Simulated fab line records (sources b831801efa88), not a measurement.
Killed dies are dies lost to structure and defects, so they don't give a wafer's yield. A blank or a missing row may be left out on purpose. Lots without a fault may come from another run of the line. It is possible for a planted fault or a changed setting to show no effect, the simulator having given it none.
Struck lot and sound lot, side by side | flow sky130 | 20 steps out of a route of 708
Sound: these wafers, L880.2, L880.3, L880.5. Wafers struck: L888.2, L888.3, L888.4. The cause is named last.
Each step with rows lists, per side, the tool, then ch with its chambers, then its first start. Under that, the readings that differ: sound wafers | struck wafers | difference of the means | sigmas: that difference in standard deviations of wafers without a fault.
alike: readings whose means differ by less than 2 such deviations, and words and numbers that are the same on both sides. not compared: withheld readings, readings that some wafer has no value for, bounds like >300 that may hide the same value, and numbers for which the record gives no deviation and whose values overlap.
Wherever a step has rows on one side only, a row that says differs or no value, or a row with sigmas, the two part there. When numbers do not overlap yet have no deviation, they are printed without sigmas and do not part them. A reading missing from all wafers of one side parts the sides only when that side holds two or more wafers.

first, 4 steps without rows for these wafers: SKY_METAL2_STRIP_21 (strips in post etch residue remover, time 1200 s); SKY_METAL2_CLEAN_22 (cleans in IPA, time 180 s); SKY_METAL2_CLEAN_23 (cleans in O3/DIW); SKY_VIA2_HDPCVD_00 (deposits SiO2, target thk 1180 nm, time 196.7 s).
SKY_VIA2_THK_MEAS_01:
  sound on film metro-03, day 39 05:42; struck on film metro-01, day 41 09:00
  alike: VIA2_HDPCVD_THK
SKY_VIA2_CMP_02: polishes SiO2.
  sound on cmp-01 ch 0,2,3, day 39 05:48; struck on cmp-02 ch 0,2,3, day 41 09:03
  alike: motor current A, slurry filter dp kPa
SKY_VIA2_BOW_MEAS_03:
  sound on film metro-03, day 39 06:04; struck on film metro-04, day 41 09:22
  alike: VIA2_BOW
then, 5 steps without rows for these wafers: SKY_VIA2_DEHYDRATE_04 (time 60 s); SKY_VIA2_HMDS_05 (prime time 60 s); SKY_VIA2_COAT_06 (resist thk 60 nm); SKY_VIA2_COAT_07 (resist thk 450 nm); SKY_VIA2_SOFTBAKE_08 (time 90 s).
SKY_VIA2_EXPOSE_09: exposes mask VIM2, target cd 200 nm.
  sound on krf scanner-01 ch 0, day 39 18:24; struck on krf scanner-01 ch 0, day 41 21:58
  reading              | sound             | struck            | difference | sigmas
  exposure dose mJ cm2 | 37.95 37.94 37.94 | 37.13 37.06 37.11 | -0.84      | -5
  alike: mask
then, 2 steps without rows for these wafers: SKY_VIA2_PEB_10; SKY_VIA2_DEVELOP_11 (develop time 60 s).
SKY_VIA2_CD_MEAS_12: target cd 200 nm.
  sound on cd sem-01, day 40 07:17; struck on cd sem-01, day 42 09:53
  reading    | sound             | struck            | difference | sigmas
  cd nm (nm) | 200.0 200.5 200.9 | 197.4 195.9 197.1 | -3.7       | -3
  not compared: hold
SKY_VIA2_OVL_MEAS_13:
  sound on overlay-01, day 40 07:23; struck on overlay-01, day 42 09:59
  alike: VIA2_OVL
  not compared: hold
SKY_VIA2_ETCH_14: etches BARC in N2/H2, stops on SiO2, time 45.9 s, target depth 60 nm.
  sound on rie diel-02 ch 0,1,2, day 40 07:25; struck on rie diel-02 ch 0,1,2, day 42 10:01
  reading               | sound             | struck            | difference | sigmas
  model.VIA2.cd nm (nm) | 200.2 200.3 200.3 | 197.1 195.8 196.4 | -3.8       |
  alike: bias w, drypump motor current A, oes product au, throttle valve pct
  not compared: rf hours counter h
SKY_VIA2_ETCH_15: etches SiO2 in C4F8/O2/Ar, stops on TiN, target depth 546 nm, time 84 s.
  sound on rie diel-02 ch 0,1,2, day 40 07:28; struck on rie diel-02 ch 0,1,2, day 42 10:04
  alike: bias w, oes product au
-- the record jumps here: 8 days lie between the struck wafers' starts before and after (it left off in module VIA2 and takes up again in module PAD_OPEN, whose first step shown is number 708 of the route) --
SKY_PAD_OPEN_PROBE_99:
  sound on prober-01, day 49 03:44; struck on prober-02, day 50 16:10
  reading                                | sound             | struck            | difference | sigmas
  model.etest.res deep nwell.rs ohm sq   | 2178 2216 2179    | 1949 1955 1949    | -240       |
  model.etest.res deep nwell.line ohm um | 716.4 739.2 738.5 | 641.2 653.6 649.1 | -83.4      |
  alike: killed_at_M0_to_M3, killed_at_M4_up, killed at contacts, killed at front end, killed at other, killed dies, killed open, killed short

## WHERE THEY PART
At SKY_VIA2_EXPOSE_09 first; at SKY_VIA2_CD_MEAS_12 last (within this record only). Later steps at which nothing parts them and some readings are alike: SKY_VIA2_OVL_MEAS_13, SKY_VIA2_ETCH_14, SKY_VIA2_ETCH_15, SKY_PAD_OPEN_PROBE_99.

WHY: what had been put in by the simulator
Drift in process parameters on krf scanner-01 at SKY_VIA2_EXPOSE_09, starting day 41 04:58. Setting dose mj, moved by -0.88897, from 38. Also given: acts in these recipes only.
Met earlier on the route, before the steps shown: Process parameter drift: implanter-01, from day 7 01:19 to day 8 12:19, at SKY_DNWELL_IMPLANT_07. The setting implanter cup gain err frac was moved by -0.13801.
